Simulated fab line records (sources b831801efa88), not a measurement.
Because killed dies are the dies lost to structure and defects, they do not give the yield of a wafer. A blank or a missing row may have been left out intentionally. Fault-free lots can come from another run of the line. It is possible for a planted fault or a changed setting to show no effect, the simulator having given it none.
fab line records	flow sky130
record: lots: 24	wafers: 72	lastDay: 50
route steps=708 shown LOCAL_INTERCONNECT@398 CONTACT@410 METAL1@454 METAL2@489 VIA2@528 METAL3@534
lots with no fault: from the same line, run without faults
startH: start of the lot's first displayed wafer, in hours after the record's first day	waitH: hours elapsed since this lot's preceding step	" as in the row above	L1.1+2: a row that stands for several wafers	- no value present, or no start provided	* or withheld: withheld	< > ~ a bound
route shown NAME@n: names a module that has steps shown in the file, with the first one's number in the route	usual: mean and standard deviation over wafers with no fault	same: alike in all rows	chamber/n: place in a boat	sites: each site's reading	_std_site: the standard deviation of these	_edge_site: inner sites' mean taken away from outer sites' mean	radiusMm: for every site, how far away it sits from the centre of the wafer	mask NAME#n: copy n	behind: tool/chamber where the wafer was last shaped	hold: cause of the lot's hold/its duration in hours/its outcome	device: names the non-switching transistor (n, p or np)	end of line: the same wafers' tests at the end of the route	where a step has no rows: the recipe by itself	killed: dies that structure and defects cost at the first sort, which is not the same as the wafer's yield	map: per-die view of a wafer (x killed, . not killed, _ where there is no die)
set.NAME: the run value of the setting; set.NAME@STEP: its run value at that earlier step	model.NAME: the simulator's own value behind a step, which no gauge read
steps of the route over a sample of lots; a table a step, a row a wafer
services: when a tool's chamber went out of use (startH, in hours from the record's first day, below 0 if earlier), for how many hours, and the reason
== steps ==
step: SKY_LOCAL_INTERCONNECT_CD_MEAS_11
recipe: targetCdNm: 170
usual: cdNm: 170.3/1.5
lot.wafer	tool	chamber	startH	waitH	cdNm
L074.2	cdSem-01	-	698.31	-	170.8
L074.3	"	-	"	"	169.7
L074.4	"	-	"	"	169.7
L075.3	cdSem-01	-	713.50	-	170.7
L075.5	"	-	"	"	171.7
L075.6	"	-	"	"	171.5
L076.2	cdSem-02	-	717.58	-	167.6
L076.4	"	-	"	"	169.7
L076.6	"	-	"	"	168.6
L077.1	cdSem-02	-	733.21	-	170.6
L077.3	"	-	"	"	171.6
L077.5	"	-	"	"	170.6
L078.2	cdSem-02	-	738.65	-	170.3
L078.4	"	-	"	"	170.0
L078.5	"	-	"	"	170.4
L080.1	cdSem-02	-	753.11	-	171.7
L080.3	"	-	"	"	173.0
L080.5	"	-	"	"	170.7
L079.1	cdSem-02	-	763.21	-	168.8
L079.3	"	-	"	"	170.5
L079.4	"	-	"	"	169.2
L081.1	cdSem-02	-	768.66	-	170.2
L081.2	"	-	"	"	169.1
L081.4	"	-	"	"	169.7
L082.2	cdSem-02	-	773.73	-	166.8
L082.4	"	-	"	"	168.0
L082.6	"	-	"	"	168.3
L083.3	cdSem-01	-	783.40	-	169.3
L083.4	"	-	"	"	168.4
L083.5	"	-	"	"	169.6
L084.3	cdSem-01	-	788.85	-	171.6
L084.4	"	-	"	"	170.8
L084.5	"	-	"	"	171.4
L085.2	cdSem-02	-	793.01	-	169.3
L085.3	"	-	"	"	169.5
L085.4	"	-	"	"	168.1
L086.4	cdSem-02	-	802.95	-	173.3
L086.5	"	-	"	"	171.6
L086.6	"	-	"	"	171.1
L087.1	cdSem-01	-	808.66	-	168.4
L087.4	"	-	"	"	170.4
L087.6	"	-	"	"	168.6
L088.1	cdSem-01	-	819.49	-	169.9
L088.3	"	-	"	"	170.0
L088.4	"	-	"	"	171.6
L089.1	cdSem-01	-	825.96	-	169.2
L089.4	"	-	"	"	170.0
L089.6	"	-	"	"	169.3
L090.2	cdSem-01	-	831.86	-	171.0
L090.3	"	-	"	"	171.6
L090.6	"	-	"	"	170.7
L091.2	cdSem-01	-	840.53	-	170.9
L091.3	"	-	"	"	170.7
L091.5	"	-	"	"	171.5
L092.2	cdSem-01	-	849.98	-	169.9
L092.4	"	-	"	"	170.7
L092.5	"	-	"	"	170.0
L093.2	cdSem-02	-	854.53	-	172.6
L093.4	"	-	"	"	171.9
L093.6	"	-	"	"	171.7
L094.2	cdSem-02	-	867.83	-	168.9
L094.3	"	-	"	"	169.6
L094.6	"	-	"	"	168.8
L095.1	cdSem-02	-	871.41	-	171.6
L095.4	"	-	"	"	172.2
L095.5	"	-	"	"	171.0
L096.1	cdSem-02	-	873.19	-	173.5
L096.3	"	-	"	"	173.2
L096.4	"	-	"	"	173.2
L097.2	cdSem-02	-	878.41	-	170.3
L097.3	"	-	"	"	170.5
L097.6	"	-	"	"	169.0
step: SKY_CONTACT_CMP_04
recipe: material: SiO2	downForcePsi: 4	platenRpm: 60	padVelocityMS: 0.94248
usual: motorCurrentA: 11.7/1.3	timeToEndpointS: 82/3.7
lot.wafer	tool	chamber	startH	waitH	motorCurrentA	timeToEndpointS
L074.4	cmp-01	2	699.45	0.1	10.4	81
L074.2	"	3	"	"	13.1	82
L074.3	"	0	"	"	11.2	81
L075.3	cmp-01	3	714.61	0.1	13.7	82
L075.6	"	2	"	"	11.0	82
L075.5	"	3	"	"	13.3	77
L076.4	cmp-01	1	718.86	0.1	13.4	83
L076.2	"	2	"	"	10.7	84
L076.6	"	3	"	"	12.9	81
L077.1	cmp-01	3	734.47	0.1	13.7	88
L077.3	"	2	"	"	11.0	85
L077.5	"	0	"	"	10.8	86
L078.2	cmp-02	1	739.73	0.0	11.5	79
L078.4	"	0	"	"	10.7	86
L078.5	"	1	"	"	11.4	80
L080.3	cmp-01	2	754.20	0.0	11.0	83
L080.1	"	3	"	"	13.3	84
L080.5	"	3	"	"	13.5	82
L079.3	cmp-02	1	764.35	0.1	11.2	86
L079.1	"	2	"	"	10.1	87
L079.4	"	3	"	"	11.8	84
L081.4	cmp-01	0	769.76	0.0	11.0	83
L081.2	"	1	"	"	13.9	78
L081.1	"	2	"	"	10.7	80
L082.2	cmp-01	0	774.85	0.0	10.8	82
L082.4	"	3	"	"	13.0	73
L082.6	"	0	"	"	10.9	78
L083.4	cmp-02	3	784.48	0.0	11.6	78
L083.3	"	0	"	"	10.9	88
L083.5	"	0	"	"	11.0	90
L084.3	cmp-02	0	789.93	0.0	11.4	84
L084.4	"	3	"	"	11.5	79
L084.5	"	1	"	"	11.7	75
L085.3	cmp-01	2	794.10	0.0	10.2	79
L085.2	"	3	"	"	13.8	81
L085.4	"	1	"	"	13.2	80
L086.4	cmp-01	3	804.14	0.1	14.3	75
L086.6	"	2	"	"	10.1	74
L086.5	"	3	"	"	13.8	77
L087.4	cmp-02	1	809.80	0.1	11.7	81
L087.1	"	3	"	"	11.3	83
L087.6	"	0	"	"	11.1	83
L088.1	cmp-01	1	820.59	0.1	13.4	85
L088.4	"	2	"	"	10.5	77
L088.3	"	0	"	"	10.9	82
L089.4	cmp-01	3	827.12	0.0	13.6	82
L089.1	"	2	"	"	10.7	86
L089.6	"	0	"	"	10.5	85
L090.3	cmp-01	1	833.00	0.0	13.9	82
L090.2	"	2	"	"	10.5	82
L090.6	"	1	"	"	13.5	86
L091.3	cmp-02	2	841.78	0.1	10.6	83
L091.2	"	0	"	"	11.5	95
L091.5	"	2	"	"	10.5	86
L092.2	cmp-02	2	851.40	0.0	10.5	83
L092.4	"	1	"	"	11.5	83
L092.5	"	2	"	"	10.3	87
L093.2	cmp-02	3	855.95	0.0	11.4	85
L093.4	"	1	"	"	11.2	89
L093.6	"	0	"	"	10.7	89
L094.2	cmp-02	3	868.90	0.0	11.8	82
L094.3	"	0	"	"	10.8	89
L094.6	"	3	"	"	11.3	88
L095.1	cmp-01	0	872.90	0.1	11.0	79
L095.4	"	2	"	"	10.5	78
L095.5	"	3	"	"	13.1	81
L096.4	cmp-01	3	874.46	0.0	13.9	81
L096.3	"	0	"	"	10.2	83
L096.1	"	1	"	"	13.8	84
L097.3	cmp-02	2	879.53	0.1	10.1	82
L097.2	"	0	"	"	10.8	89
L097.6	"	1	"	"	11.4	81
step: SKY_METAL1_STRIP_20
recipe: chemistry: O2/N2	powerW: 1400	pressureMtorr: 1500	platenTempC: withheld	o2FlowSccm: 3000	n2FlowSccm: 300	overashFraction: 0.5
usual: drypumpMotorCurrentA: 5.9/0.54	oesProductAu: 0.345/0.0052	stripTimeToEndpointS: 2.74/0.045
lot.wafer	tool	chamber	startH	waitH	drypumpMotorCurrentA	oesProductAu	rfHoursCounterH	stripTimeToEndpointS
L074.2	plasmaAsher-04	1	757.05	0.1	4.9	0.337	66	2.72
L074.3	"	1	"	"	4.9	0.345	-	2.63
L074.4	"	0	"	"	6.4	0.352	-	2.73
L075.3	plasmaAsher-04	0	771.58	0.1	6.4	0.349	-	2.75
L075.5	"	0	"	"	6.4	0.343	-	2.75
L075.6	"	1	"	"	4.9	0.352	-	2.77
L076.2	plasmaAsher-04	0	775.10	0.1	6.3	0.343	68	2.74
L076.4	"	1	"	"	4.9	0.344	-	2.67
L076.6	"	0	"	"	6.4	0.344	-	2.68
L077.1	plasmaAsher-04	1	789.80	0.1	5.0	0.348	70	2.79
L077.3	"	0	"	"	6.3	0.345	-	2.80
L077.5	"	1	"	"	4.9	0.333	-	2.78
L078.2	plasmaAsher-02	1	795.35	0.1	6.5	0.343	5	2.69
L078.4	"	1	"	"	6.5	0.345	-	2.72
L078.5	"	1	"	"	6.5	0.351	-	2.79
L080.1	plasmaAsher-02	1	809.75	0.1	6.4	0.346	7	2.80
L080.3	"	0	"	"	5.8	0.343	-	2.70
L080.5	"	0	"	"	5.8	0.347	-	2.74
L079.1	plasmaAsher-03	1	820.05	0.1	6.1	0.347	104	2.78
L079.3	"	1	"	"	6.0	0.345	-	2.80
L079.4	"	0	"	"	6.0	0.337	-	2.71
L081.1	plasmaAsher-04	0	825.20	0.1	6.3	0.345	72	2.77
L081.2	"	1	"	"	5.0	0.342	72	2.78
L081.4	"	0	"	"	6.4	0.346	-	2.77
L082.2	plasmaAsher-02	0	830.40	0.1	5.8	0.344	9	2.80
L082.4	"	1	"	"	6.5	0.340	-	2.79
L082.6	"	0	"	"	5.8	0.347	-	2.76
L083.3	plasmaAsher-04	1	839.39	0.1	4.9	0.346	-	2.73
L083.4	"	0	"	"	6.4	0.345	-	2.73
L083.5	"	0	"	"	6.3	0.342	-	2.71
L084.3	plasmaAsher-04	1	845.59	0.1	4.9	0.347	-	2.76
L084.4	"	0	"	"	6.3	0.343	-	2.68
L084.5	"	1	"	"	4.9	0.354	-	2.74
L085.2	plasmaAsher-03	0	850.68	0.1	6.0	0.332	107	2.67
L085.3	"	1	"	"	6.0	0.344	-	2.76
L085.4	"	0	"	"	6.0	0.341	-	2.71
L086.4	plasmaAsher-02	1	858.44	0.1	6.4	0.347	-	2.78
L086.5	"	0	"	"	5.8	0.347	-	2.75
L086.6	"	1	"	"	6.4	0.351	-	2.76
L087.1	plasmaAsher-03	1	863.45	0.1	6.0	0.349	108	2.76
L087.4	"	1	"	"	6.0	0.346	-	2.78
L087.6	"	1	"	"	6.0	0.352	-	2.80
L088.1	plasmaAsher-02	0	875.00	0.1	5.8	0.354	13	2.76
L088.3	"	0	"	"	5.8	0.346	-	2.77
L088.4	"	1	"	"	6.5	0.350	-	2.77
L089.1	plasmaAsher-03	0	882.99	0.2	6.0	0.337	110	2.66
L089.4	"	0	"	"	6.0	0.341	-	2.65
L089.6	"	1	"	"	6.0	0.338	-	2.65
L090.2	plasmaAsher-03	1	886.55	0.1	6.0	0.347	111	2.78
L090.3	"	0	"	"	6.0	0.354	-	2.76
L090.6	"	0	"	"	6.0	0.345	-	2.74
L091.2	plasmaAsher-02	1	896.54	0.1	6.4	0.335	16	2.67
L091.3	"	0	"	"	5.8	0.347	-	2.65
L091.5	"	0	"	"	5.8	0.346	-	2.64
L092.2	plasmaAsher-02	1	905.35	0.1	6.5	0.339	17	2.67
L092.4	"	1	"	"	6.5	0.344	-	2.68
L092.5	"	1	"	"	6.4	0.348	-	2.77
L093.2	plasmaAsher-02	0	910.15	0.1	5.8	0.340	17	2.76
L093.4	"	0	"	"	5.8	0.340	-	2.74
L093.6	"	0	"	"	5.8	0.346	-	2.77
L094.2	plasmaAsher-04	0	923.25	0.1	6.3	0.343	80	2.77
L094.3	"	0	"	"	6.3	0.347	-	2.78
L094.6	"	0	"	"	6.3	0.343	-	2.77
L095.1	plasmaAsher-03	0	925.94	0.2	6.0	0.346	115	2.72
L095.4	"	1	"	"	6.0	0.346	-	2.73
L095.5	"	1	"	"	6.1	0.343	-	2.72
L096.1	plasmaAsher-04	1	927.90	0.1	4.9	0.342	81	2.70
L096.3	"	0	"	"	6.3	0.343	-	2.75
L096.4	"	1	"	"	4.9	0.347	-	2.74
L097.2	plasmaAsher-04	1	933.00	0.1	4.9	0.348	81	2.76
L097.3	"	1	"	"	4.9	0.345	-	2.68
L097.6	"	1	"	"	4.9	0.345	-	2.77
step: SKY_METAL2_THK_MEAS_06
recipe: thkMeasGauge: xrf	reads: AlCu_of_METAL2_SPUTTER_02
usual: METAL2_ALCU_THK: 255.7/2.8
lot.wafer	tool	chamber	startH	waitH	METAL2_ALCU_THK[nm]
L074.2	filmMetro-04	-	787.25	0.1	259.4
L074.3	"	-	"	"	257.1
L074.4	"	-	"	"	252.8
L075.3	filmMetro-02	-	800.77	0.1	259.9
L075.5	"	-	"	"	259.4
L075.6	"	-	"	"	256.7
L076.2	filmMetro-02	-	804.41	0.1	255.8
L076.4	"	-	"	"	256.5
L076.6	"	-	"	"	258.0
L077.1	filmMetro-02	-	819.02	0.1	254.1
L077.3	"	-	"	"	260.0
L077.5	"	-	"	"	261.8
L078.2	filmMetro-02	-	824.76	0.1	253.6
L078.4	"	-	"	"	249.2
L078.5	"	-	"	"	253.1
L080.1	filmMetro-03	-	839.43	0.1	255.5
L080.3	"	-	"	"	255.1
L080.5	"	-	"	"	257.8
L079.1	filmMetro-03	-	849.89	0.1	262.3
L079.3	"	-	"	"	258.3
L079.4	"	-	"	"	260.8
L081.1	filmMetro-03	-	854.79	0.1	252.0
L081.2	"	-	"	"	253.6
L081.4	"	-	"	"	253.0
L082.2	filmMetro-04	-	860.22	0.1	252.2
L082.4	"	-	"	"	251.0
L082.6	"	-	"	"	253.4
L083.3	filmMetro-04	-	868.45	0.1	255.9
L083.4	"	-	"	"	259.1
L083.5	"	-	"	"	255.8
L084.3	filmMetro-03	-	874.60	0.1	251.7
L084.4	"	-	"	"	253.2
L084.5	"	-	"	"	254.9
L085.2	filmMetro-02	-	879.51	0.1	255.7
L085.3	"	-	"	"	257.9
L085.4	"	-	"	"	258.6
L086.4	filmMetro-02	-	886.90	0.1	257.6
L086.5	"	-	"	"	254.2
L086.6	"	-	"	"	257.2
L087.1	filmMetro-03	-	892.24	0.1	257.8
L087.4	"	-	"	"	252.7
L087.6	"	-	"	"	257.3
L088.1	filmMetro-04	-	904.58	0.1	253.0
L088.3	"	-	"	"	256.4
L088.4	"	-	"	"	256.6
L089.1	filmMetro-03	-	911.94	0.1	257.9
L089.4	"	-	"	"	259.3
L089.6	"	-	"	"	258.3
L090.2	filmMetro-02	-	918.05	0.1	257.8
L090.3	"	-	"	"	255.8
L090.6	"	-	"	"	257.2
L091.2	filmMetro-02	-	925.41	0.1	252.9
L091.3	"	-	"	"	252.8
L091.5	"	-	"	"	256.5
L092.2	filmMetro-04	-	932.76	0.1	258.0
L092.4	"	-	"	"	257.4
L092.5	"	-	"	"	256.4
L093.2	filmMetro-02	-	937.26	0.1	250.9
L093.4	"	-	"	"	253.7
L093.6	"	-	"	"	254.3
L094.2	filmMetro-03	-	951.58	0.1	256.1
L094.3	"	-	"	"	257.3
L094.6	"	-	"	"	256.7
L095.1	filmMetro-02	-	953.59	0.1	255.5
L095.4	"	-	"	"	256.2
L095.5	"	-	"	"	255.0
L096.1	filmMetro-03	-	955.20	0.1	250.8
L096.3	"	-	"	"	256.0
L096.4	"	-	"	"	256.0
L097.2	filmMetro-02	-	960.18	0.1	256.4
L097.3	"	-	"	"	255.3
L097.6	"	-	"	"	254.9
step: SKY_VIA2_CVD_21
recipe: material: W	targetThkNm: 420	timeS: 126.4	tempC: 400	pressureTorr: 40
usual: heaterPowerW: 829/33
lot.wafer	tool	chamber	startH	waitH	heaterPowerW
L074.2	cvdW-01	1	842.10	0.0	824
L074.3	"	0	"	"	861
L074.4	"	1	"	"	833
L075.3	cvdW-01	1	856.30	0.1	834
L075.5	"	0	"	"	875
L075.6	"	1	"	"	866
L076.2	cvdW-02	1	859.88	0.0	765
L076.4	"	1	"	"	800
L076.6	"	1	"	"	782
L077.1	cvdW-01	1	874.36	0.0	827
L077.3	"	0	"	"	896
L077.5	"	0	"	"	889
L078.2	cvdW-02	0	879.98	0.0	825
L078.4	"	0	"	"	819
L078.5	"	0	"	"	830
L080.1	cvdW-02	1	891.90	0.0	798
L080.3	"	1	"	"	784
L080.5	"	0	"	"	826
L079.1	cvdW-02	1	904.08	0.0	790
L079.3	"	0	"	"	823
L079.4	"	1	"	"	833
L081.1	cvdW-02	1	909.25	0.1	795
L081.2	"	0	"	"	790
L081.4	"	1	"	"	789
L082.2	cvdW-02	1	913.44	0.0	798
L082.4	"	0	"	"	831
L082.6	"	0	"	"	832
L083.3	cvdW-01	1	921.22	0.1	808
L083.4	"	0	"	"	876
L083.5	"	1	"	"	814
L084.3	cvdW-01	0	927.14	0.1	870
L084.4	"	0	"	"	861
L084.5	"	0	"	"	869
L085.2	cvdW-01	1	932.30	0.0	823
L085.3	"	0	"	"	864
L085.4	"	1	"	"	798
L086.4	cvdW-01	1	941.52	0.1	796
L086.5	"	0	"	"	881
L086.6	"	1	"	"	821
L087.1	cvdW-02	1	944.83	0.0	795
L087.4	"	1	"	"	803
L087.6	"	1	"	"	801
L088.1	cvdW-02	0	955.93	0.0	808
L088.3	"	1	"	"	784
L088.4	"	0	"	"	836
L089.1	cvdW-02	1	962.69	0.0	810
L089.4	"	0	"	"	838
L089.6	"	0	"	"	818
L090.2	cvdW-02	0	968.93	0.0	824
L090.3	"	1	"	"	804
L090.6	"	1	"	"	805
L091.2	cvdW-01	0	976.37	0.0	887
L091.3	"	1	"	"	797
L091.5	"	1	"	"	805
L092.2	cvdW-01	1	983.62	0.0	822
L092.4	"	0	"	"	881
L092.5	"	1	"	"	811
L093.2	cvdW-02	1	986.83	0.0	803
L093.4	"	0	"	"	838
L093.6	"	0	"	"	814
L094.2	cvdW-01	0	1002.29	0.0	887
L094.3	"	1	"	"	813
L094.6	"	0	"	"	869
L095.1	cvdW-01	1	1004.27	0.0	811
L095.4	"	1	"	"	806
L095.5	"	1	"	"	785
L096.1	cvdW-02	1	1005.06	0.0	784
L096.3	"	0	"	"	817
L096.4	"	1	"	"	807
L097.2	cvdW-01	0	1009.81	0.0	875
L097.3	"	0	"	"	860
L097.6	"	0	"	"	855
step: SKY_METAL3_SPUTTER_02
recipe: material: AlCu	targetThkNm: 735	powerW: 10600	timeS: 39.1	chamberPressurePa: 0.4
usual: cathodeDcPowerW: 10600/1.9	chamberPressurePa: 0.4000/0.00088	throttleValvePct: 30.2/0.81
lot.wafer	tool	chamber	startH	waitH	cathodeDcPowerW	chamberPressurePa	throttleValvePct
L074.2	pvdSputter-01	-	842.76	0.0	10598	0.4003	30.2
L074.3	"	-	"	"	10599	0.3996	28.3
L074.4	"	-	"	"	10597	0.4007	31.2
L075.3	pvdSputter-04	-	856.92	0.0	10602	0.3990	30.7
L075.5	"	-	"	"	10601	0.3995	30.2
L075.6	"	-	"	"	10600	0.4003	30.1
L076.2	pvdSputter-04	-	860.54	0.0	10598	0.4011	31.3
L076.4	"	-	"	"	10600	0.4001	29.9
L076.6	"	-	"	"	10600	0.3989	30.0
L077.1	pvdSputter-04	-	875.02	0.0	10598	0.4001	30.3
L077.3	"	-	"	"	10600	0.4001	31.4
L077.5	"	-	"	"	10600	0.4006	31.1
L078.2	pvdSputter-04	-	880.64	0.0	10601	0.4003	30.2
L078.4	"	-	"	"	10599	0.4003	30.6
L078.5	"	-	"	"	10601	0.3998	30.4
L080.1	pvdSputter-04	-	892.56	0.0	10599	0.3985	29.8
L080.3	"	-	"	"	10601	0.3994	30.4
L080.5	"	-	"	"	10600	0.3998	30.1
L079.1	pvdSputter-04	-	904.74	0.0	10597	0.3995	30.7
L079.3	"	-	"	"	10600	0.4003	29.9
L079.4	"	-	"	"	10598	0.3995	30.5
L081.1	pvdSputter-02	-	910.08	0.0	10600	0.4012	30.0
L081.2	"	-	"	"	10599	0.3979	28.6
L081.4	"	-	"	"	10603	0.4006	30.1
L082.2	pvdSputter-04	-	917.53	0.0	10601	0.3997	29.8
L082.4	"	-	"	"	10601	0.4011	30.1
L082.6	"	-	"	"	10597	0.4020	30.1
L083.3	pvdSputter-01	-	921.83	0.0	10600	0.3988	31.3
L083.4	"	-	"	"	10602	0.3990	28.3
L083.5	"	-	"	"	10600	0.4003	29.1
L084.3	pvdSputter-04	-	927.84	0.0	10600	0.4001	29.8
L084.4	"	-	"	"	10599	0.3997	31.3
L084.5	"	-	"	"	10601	0.3991	30.6
L085.2	pvdSputter-04	-	932.96	0.0	10595	0.4008	30.4
L085.3	"	-	"	"	10599	0.3997	30.2
L085.4	"	-	"	"	10599	0.4022	29.6
L086.4	pvdSputter-04	-	942.13	0.0	10596	0.3995	30.5
L086.5	"	-	"	"	10603	0.3991	30.3
L086.6	"	-	"	"	10602	0.3985	30.6
L087.1	pvdSputter-04	-	945.49	0.0	10600	0.3989	30.1
L087.4	"	-	"	"	10601	0.4003	30.0
L087.6	"	-	"	"	10599	0.3999	30.3
L088.1	pvdSputter-04	-	956.59	0.0	10602	0.3986	30.1
L088.3	"	-	"	"	10599	0.4009	30.3
L088.4	"	-	"	"	10600	0.4008	30.0
L089.1	pvdSputter-04	-	963.35	0.0	10596	0.3992	29.8
L089.4	"	-	"	"	10601	0.4004	31.3
L089.6	"	-	"	"	10598	0.4000	30.0
L090.2	pvdSputter-02	-	969.59	0.0	10600	0.3992	30.3
L090.3	"	-	"	"	10602	0.3999	28.5
L090.6	"	-	"	"	10598	0.4000	28.7
L091.2	pvdSputter-04	-	977.03	0.0	10601	0.3999	31.5
L091.3	"	-	"	"	10598	0.4012	30.2
L091.5	"	-	"	"	10598	0.4008	30.5
L092.2	pvdSputter-02	-	984.28	0.0	10599	0.4009	28.7
L092.4	"	-	"	"	10598	0.3989	29.9
L092.5	"	-	"	"	10601	0.4008	28.7
L093.2	pvdSputter-01	-	987.86	0.0	10600	0.3997	28.5
L093.4	"	-	"	"	10600	0.4001	28.3
L093.6	"	-	"	"	10600	0.4004	31.4
L094.2	pvdSputter-04	-	1002.95	0.0	10599	0.3992	31.6
L094.3	"	-	"	"	10598	0.4004	30.8
L094.6	"	-	"	"	10599	0.3995	31.6
L095.1	pvdSputter-02	-	1004.93	0.0	10598	0.3995	30.1
L095.4	"	-	"	"	10601	0.3985	28.8
L095.5	"	-	"	"	10601	0.3985	28.6
L096.1	pvdSputter-01	-	1005.72	0.0	10599	0.3992	28.7
L096.3	"	-	"	"	10599	0.4016	29.2
L096.4	"	-	"	"	10600	0.4002	30.2
L097.2	pvdSputter-02	-	1010.47	0.0	10599	0.3995	29.0
L097.3	"	-	"	"	10601	0.4005	30.2
L097.6	"	-	"	"	10602	0.3996	28.6
== services ==
tool	chamber	startH	hours	kind
plasmaAsher-04	-	675.47	1.3	repair
pvdSputter-04	-	677.94	1.8	repair
cmp-02	-	696.44	7.1	pm
cvdW-02	-	721.90	6.9	pm
cmp-01	-	737.72	2.1	repair
cmp-02	-	744.26	4.0	pm
cmp-02	-	764.95	0.5	repair
pvdSputter-04	-	766.76	3.1	repair
cmp-01	-	788.44	1.6	repair
cvdW-01	0	789.10	16.0	repair
plasmaAsher-04	-	795.43	0.9	repair
cvdW-02	0	847.85	3.0	repair
cvdW-02	-	849.37	1.4	repair
cvdW-01	-	853.42	2.8	pm
cvdW-02	-	857.63	0.6	repair
cmp-01	-	868.17	2.9	pm
cmp-01	-	885.32	2.2	repair
cvdW-01	-	904.00	14.0	pm
cmp-01	-	912.29	4.0	pm
cvdW-01	1	924.39	6.7	repair
cmp-01	-	945.81	3.7	repair
cmp-01	-	959.13	0.3	repair
cmp-01	-	966.18	3.9	repair
pvdSputter-04	-	988.66	1.4	repair
== key ==
fault none
